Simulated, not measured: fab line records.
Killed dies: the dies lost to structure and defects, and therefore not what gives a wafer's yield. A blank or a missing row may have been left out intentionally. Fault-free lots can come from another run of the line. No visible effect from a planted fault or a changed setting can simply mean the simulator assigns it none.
fab line records | flow gf180mcu
[record] lots = 14 wafers = 42 last_day = 34
route steps=602 shown HV_LDD@208 SAB@264 CONTACT@301 M1@317
lots untouched by any fault: they come from a run of this same line in which no faults occurred
start_h: hours from the record's first day to the start of the lot's first wafer shown | wait_h: hours since the lot's step before | " as in the row above | L1.1+2: a row that stands for several wafers | - no value, or no start given | * or withheld: withheld | < > ~ a bound
route shown NAME@n: NAME is a module with steps in the file, n the number in the route of the first one | usual: the fault-free wafers' mean and standard deviation | same: alike in all rows | chamber/n: place in a boat | sites: per-site readings | _std_site: the values' standard deviation | _edge_site: mean of outer sites minus mean of inner sites | radius_mm: how far each site lies from the wafer's centre | mask NAME#n: copy n | behind: tool/chamber where the wafer was last shaped | hold: why the lot was held/for how many hours/how that ended | device: whichever transistor did not switch (one of n, p or np) | end of line: at the end of the route, the tests of the same wafers | step lacking rows: just its recipe | killed: at the first sort, the dies lost to defects and structure; wafer yield is something else | map: per-die view of a wafer (x killed, . not killed, _ where there is no die)
set.NAME: the setting the step ran with; set.NAME@STEP: the setting that earlier step ran with | model.NAME: the simulator's own value behind a step, which no gauge read
the route's steps for a sample of lots (tables are steps, rows are wafers)
services: the hour from which a tool's chamber was out of use, counted from the record's first day as start_h (under 0 if before that day), plus the number of hours and why
[[steps]]
[step GF_HV_LDD_OVL_MEAS_32]
[usual] HV_LDD_02_OVL = -0.4/1.2
// columns lot.wafer tool chamber start_h wait_h HV_LDD_02_OVL[nm]
L855.1 overlay-02 - 254.96 0.1 2.1
L855.2 " - " " -0.4
L855.5 " - " " 0.6
L856.1 overlay-02 - 275.52 0.1 0.2
L856.5 " - " " -0.9
L856.6 " - " " -1.9
L857.1 overlay-01 - 277.58 0.1 1.0
L857.2 " - " " -1.2
L857.3 " - " " 0.1
L860.1 overlay-02 - 296.86 0.1 -0.7
L860.2 " - " " -0.3
L860.5 " - " " 0.0
L863.3 overlay-02 - 310.58 0.1 -0.5
L863.4 " - " " 0.2
L863.5 " - " " 0.3
L862.3 overlay-01 - 312.73 0.1 -2.6
L862.4 " - " " -1.9
L862.5 " - " " -1.0
L868.1 overlay-02 - 349.36 0.1 -1.4
L868.4 " - " " -0.6
L868.6 " - " " -0.6
L869.2 overlay-01 - 358.98 0.1 0.2
L869.3 " - " " 0.3
L869.5 " - " " -0.5
L871.2 overlay-01 - 373.51 0.1 1.9
L871.3 " - " " 2.4
L871.4 " - " " 1.5
L873.2 overlay-01 - 392.72 0.1 -0.1
L873.5 " - " " -0.3
L873.6 " - " " 2.2
L874.1 overlay-02 - 404.52 0.1 -1.7
L874.3 " - " " -0.6
L874.6 " - " " -1.9
L876.2 overlay-02 - 422.43 0.1 -1.0
L876.4 " - " " -0.4
L876.5 " - " " 0.4
L877.1 overlay-02 - 423.72 0.1 -1.7
L877.2 " - " " -1.4
L877.5 " - " " -1.3
L878.1 overlay-01 - 431.53 0.1 2.1
L878.4 " - " " -0.3
L878.6 " - " " 1.2
[step GF_SAB_CVD_00]
[recipe] material = SiO2 target_thk_nm = 50 precursor = TEOS temp_c = 400 time_s = 4.9302 rf_w = 600
[usual] heater_power_w = 648/93
// columns lot.wafer tool chamber start_h wait_h heater_power_w
L855.1 pecvd-01 2 318.50 0.1 701
L855.2 " 1 " " 821
L855.5 " 2 " " 711
L856.1 pecvd-03 2 340.68 0.1 642
L856.5 " 2 " " 635
L856.6 " 1 " " 563
L857.1 pecvd-03 1 344.35 0.1 664
L857.2 " 2 " " 659
L857.3 " 0 " " 760
L860.1 pecvd-01 2 363.72 0.1 753
L860.2 " 0 " " 631
L860.5 " 1 " " 734
L863.3 pecvd-01 2 379.85 0.1 690
L863.4 " 2 " " 667
L863.5 " 1 " " 850
L862.3 pecvd-01 1 382.48 0.1 838
L862.4 " 1 " " 844
L862.5 " 0 " " 709
L868.1 pecvd-03 2 422.28 0.1 618
L868.4 " 0 " " 639
L868.6 " 2 " " 642
L869.2 pecvd-03 1 433.14 0.1 559
L869.3 " 0 " " 681
L869.5 " 1 " " 571
L871.2 pecvd-04 0 449.52 0.1 520
L871.3 " 1 " " 570
L871.4 " 1 " " 546
L873.2 pecvd-04 1 470.89 0.1 546
L873.5 " 1 " " 534
L873.6 " 2 " " 593
L874.1 pecvd-01 1 480.27 0.1 845
L874.3 " 2 " " 733
L874.6 " 1 " " 834
L876.2 pecvd-03 2 499.01 0.1 629
L876.4 " 2 " " 640
L876.5 " 0 " " 728
L877.1 pecvd-04 1 500.41 0.1 610
L877.2 " 2 " " 565
L877.5 " 0 " " 487
L878.1 pecvd-03 2 507.56 0.1 660
L878.4 " 2 " " 678
L878.6 " 1 " " 594
[step GF_SAB_THK_MEAS_01]
[recipe] reads = SiO2_of_SAB_CVD_00
[usual] SAB_CVD_00_THK = 49.9/0.7
// columns lot.wafer tool chamber start_h wait_h SAB_CVD_00_THK[nm]
L855.1 film_metro-02 - 318.52 0.0 48.9
L855.2 " - " " 49.9
L855.5 " - " " 50.2
L856.1 film_metro-01 - 340.70 0.0 49.2
L856.5 " - " " 50.1
L856.6 " - " " 49.8
L857.1 film_metro-02 - 344.37 0.0 48.7
L857.2 " - " " 49.2
L857.3 " - " " 50.3
L860.1 film_metro-01 - 363.74 0.0 49.4
L860.2 " - " " 49.9
L860.5 " - " " 50.5
L863.3 film_metro-01 - 379.89 0.0 95.9
L863.4 " - " " 97.1
L863.5 " - " " 97.0
L862.3 film_metro-04 - 382.52 0.0 96.0
L862.4 " - " " 97.3
L862.5 " - " " 96.6
L868.1 film_metro-04 - 422.29 0.0 50.2
L868.4 " - " " 51.3
L868.6 " - " " 51.1
L869.2 film_metro-04 - 433.17 0.0 49.7
L869.3 " - " " 50.5
L869.5 " - " " 50.7
L871.2 film_metro-01 - 449.55 0.0 48.5
L871.3 " - " " 48.5
L871.4 " - " " 49.5
L873.2 film_metro-04 - 470.92 0.0 49.0
L873.5 " - " " 50.2
L873.6 " - " " 50.0
L874.1 film_metro-04 - 480.29 0.0 49.3
L874.3 " - " " 49.2
L874.6 " - " " 50.2
L876.2 film_metro-01 - 499.04 0.0 50.1
L876.4 " - " " 50.3
L876.5 " - " " 50.4
L877.1 film_metro-04 - 500.43 0.0 48.2
L877.2 " - " " 48.8
L877.5 " - " " 49.4
L878.1 film_metro-04 - 507.59 0.0 49.7
L878.4 " - " " 50.3
L878.6 " - " " 50.4
[step GF_CONTACT_CD_MEAS_14]
[recipe] target_cd_nm = 220
[usual] cd_nm = 219.6/1.4
// columns lot.wafer tool chamber start_h wait_h cd_nm
L855.1 cd_sem-02 - 362.24 0.1 219.8
L855.2 " - " " 221.1
L855.5 " - " " 222.7
L856.1 cd_sem-01 - 387.14 0.1 219.9
L856.5 " - " " 220.9
L856.6 " - " " 219.2
L857.1 cd_sem-02 - 390.70 0.1 221.2
L857.2 " - " " 222.1
L857.3 " - " " 221.6
L860.1 cd_sem-02 - 410.44 0.1 218.8
L860.2 " - " " 218.2
L860.5 " - " " 218.4
L863.3 cd_sem-02 - 427.48 0.1 220.8
L863.4 " - " " 221.2
L863.5 " - " " 220.9
L862.3 cd_sem-01 - 431.69 0.1 219.5
L862.4 " - " " 218.8
L862.5 " - " " 217.8
L868.1 cd_sem-01 - 472.15 0.1 218.4
L868.4 " - " " 219.2
L868.6 " - " " 219.3
L869.2 cd_sem-02 - 483.12 0.1 219.5
L869.3 " - " " 221.2
L869.5 " - " " 219.3
L871.2 cd_sem-01 - 499.07 0.1 218.4
L871.3 " - " " 218.2
L871.4 " - " " 217.3
L873.2 cd_sem-02 - 519.72 0.1 219.6
L873.5 " - " " 220.2
L873.6 " - " " 219.4
L874.1 cd_sem-01 - 528.20 0.1 217.8
L874.3 " - " " 218.1
L874.6 " - " " 217.8
L876.2 cd_sem-02 - 546.37 0.1 220.3
L876.4 " - " " 219.0
L876.5 " - " " 220.6
L877.1 cd_sem-01 - 547.10 0.1 219.1
L877.2 " - " " 220.7
L877.5 " - " " 220.7
L878.1 cd_sem-01 - 554.03 0.1 219.9
L878.4 " - " " 219.7
L878.6 " - " " 218.7
[step GF_M1_SPUTTER_02]
[recipe] material = AlCu target_thk_nm = 450 power_w = 10600 time_s = 23.9 chamber_pressure_pa = 0.4
[usual] cathode_dc_power_W = 10600/2.1 throttle_valve_pct = 29.5/1.2
// columns lot.wafer tool chamber start_h wait_h cathode_dc_power_W throttle_valve_pct
L855.1 pvd_sputter-02 - 363.77 0.0 10602 31.8
L855.2 " - " " 10600 28.3
L855.5 " - " " 10599 28.6
L856.1 pvd_sputter-02 - 388.57 0.0 10603 32.1
L856.5 " - " " 10597 28.3
L856.6 " - " " 10601 28.4
L857.1 pvd_sputter-02 - 392.36 0.0 10600 28.2
L857.2 " - " " 10597 32.2
L857.3 " - " " 10601 28.4
L860.1 pvd_sputter-04 - 411.95 0.0 10598 29.8
L860.2 " - " " 10595 31.2
L860.5 " - " " 10599 30.9
L863.3 pvd_sputter-01 - 428.95 0.0 10600 28.5
L863.4 " - " " 10601 29.6
L863.5 " - " " 10595 30.2
L862.3 pvd_sputter-02 - 433.08 0.0 10599 28.8
L862.4 " - " " 10598 28.7
L862.5 " - " " 10601 28.2
L868.1 pvd_sputter-02 - 473.63 0.0 10603 28.1
L868.4 " - " " 10601 32.0
L868.6 " - " " 10601 28.3
L869.2 pvd_sputter-02 - 484.53 0.0 10599 28.6
L869.3 " - " " 10602 28.6
L869.5 " - " " 10598 31.9
L871.2 pvd_sputter-01 - 500.47 0.0 10601 28.8
L871.3 " - " " 10601 29.2
L871.4 " - " " 10597 30.2
L873.2 pvd_sputter-04 - 521.22 0.0 10601 30.8
L873.5 " - " " 10601 31.1
L873.6 " - " " 10603 30.9
L874.1 pvd_sputter-01 - 529.64 0.0 10597 29.9
L874.3 " - " " 10598 27.7
L874.6 " - " " 10601 28.9
L876.2 pvd_sputter-01 - 547.83 0.0 10601 27.6
L876.4 " - " " 10601 30.3
L876.5 " - " " 10602 27.7
L877.1 pvd_sputter-01 - 548.56 0.0 10601 30.3
L877.2 " - " " 10600 29.7
L877.5 " - " " 10602 27.5
L878.1 pvd_sputter-01 - 555.49 0.0 10598 29.5
L878.4 " - " " 10600 27.7
L878.6 " - " " 10597 29.5
[[services]]
// columns tool chamber start_h hours kind
pecvd-03 0 312.77 3.7 repair
pecvd-03 2 318.50 3.2 repair
pvd_sputter-02 - 327.92 1.8 repair
pecvd-04 - 368.88 14.0 pm
pvd_sputter-04 - 397.54 2.5 repair
pvd_sputter-01 - 418.92 0.5 repair
pvd_sputter-01 0 426.71 - consumable_replace:kit
pvd_sputter-01 0 426.71 18.0 scheduled_down
pvd_sputter-01 0 426.71 18.0 vent_cycle
pvd_sputter-02 1 428.19 - consumable_replace:kit
pvd_sputter-02 1 428.19 18.0 scheduled_down
pvd_sputter-02 1 428.19 18.0 vent_cycle
pecvd-03 0 444.25 11.7 repair
pvd_sputter-04 - 462.00 4.1 repair
pecvd-03 - 468.76 2.8 pm
pecvd-01 - 472.58 1.4 repair
pecvd-01 - 482.80 28.1 pm
pecvd-04 - 491.36 3.1 repair
pecvd-03 0 504.73 8.1 repair
pvd_sputter-02 - 508.12 3.2 repair
pecvd-03 1 508.36 26.2 repair
pecvd-04 - 522.12 1.4 repair
pecvd-01 0 544.80 34.2 repair
pecvd-04 - 551.16 0.5 repair
[[key]]
[first_sign] step = GF_SAB_THK_MEAS_01 reading = SAB_CVD_00_THK direction = up sigmas = 67 usual = 49.9 struck = 96.6
effect none on later readings
met_at GF_SAB_CVD_00
struck_lots L862,L863
tester_left_out L862,L863
not_acting_at GF_HV_LDD_OVL_MEAS_32,GF_CONTACT_CD_MEAS_14,GF_M1_SPUTTER_02
onset_between 363.72 379.85
[fault] kind = process_parameter_drift tool = pecvd-01 chamber = - onset_h = 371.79 steps = GF_SAB_CVD_00 channel = target_thk_nm offset = 46.074 shape = step end_h = 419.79 acts_in = these_recipes_only stated = 50
// tester_left_out: of these lots the tester's yield and bins aren't shown, on N5 and GAA mostly nor the transistor test; their killed dies are dies lost to structure and defects alone, not to doping, threshold or leakage, so they don't give the yield
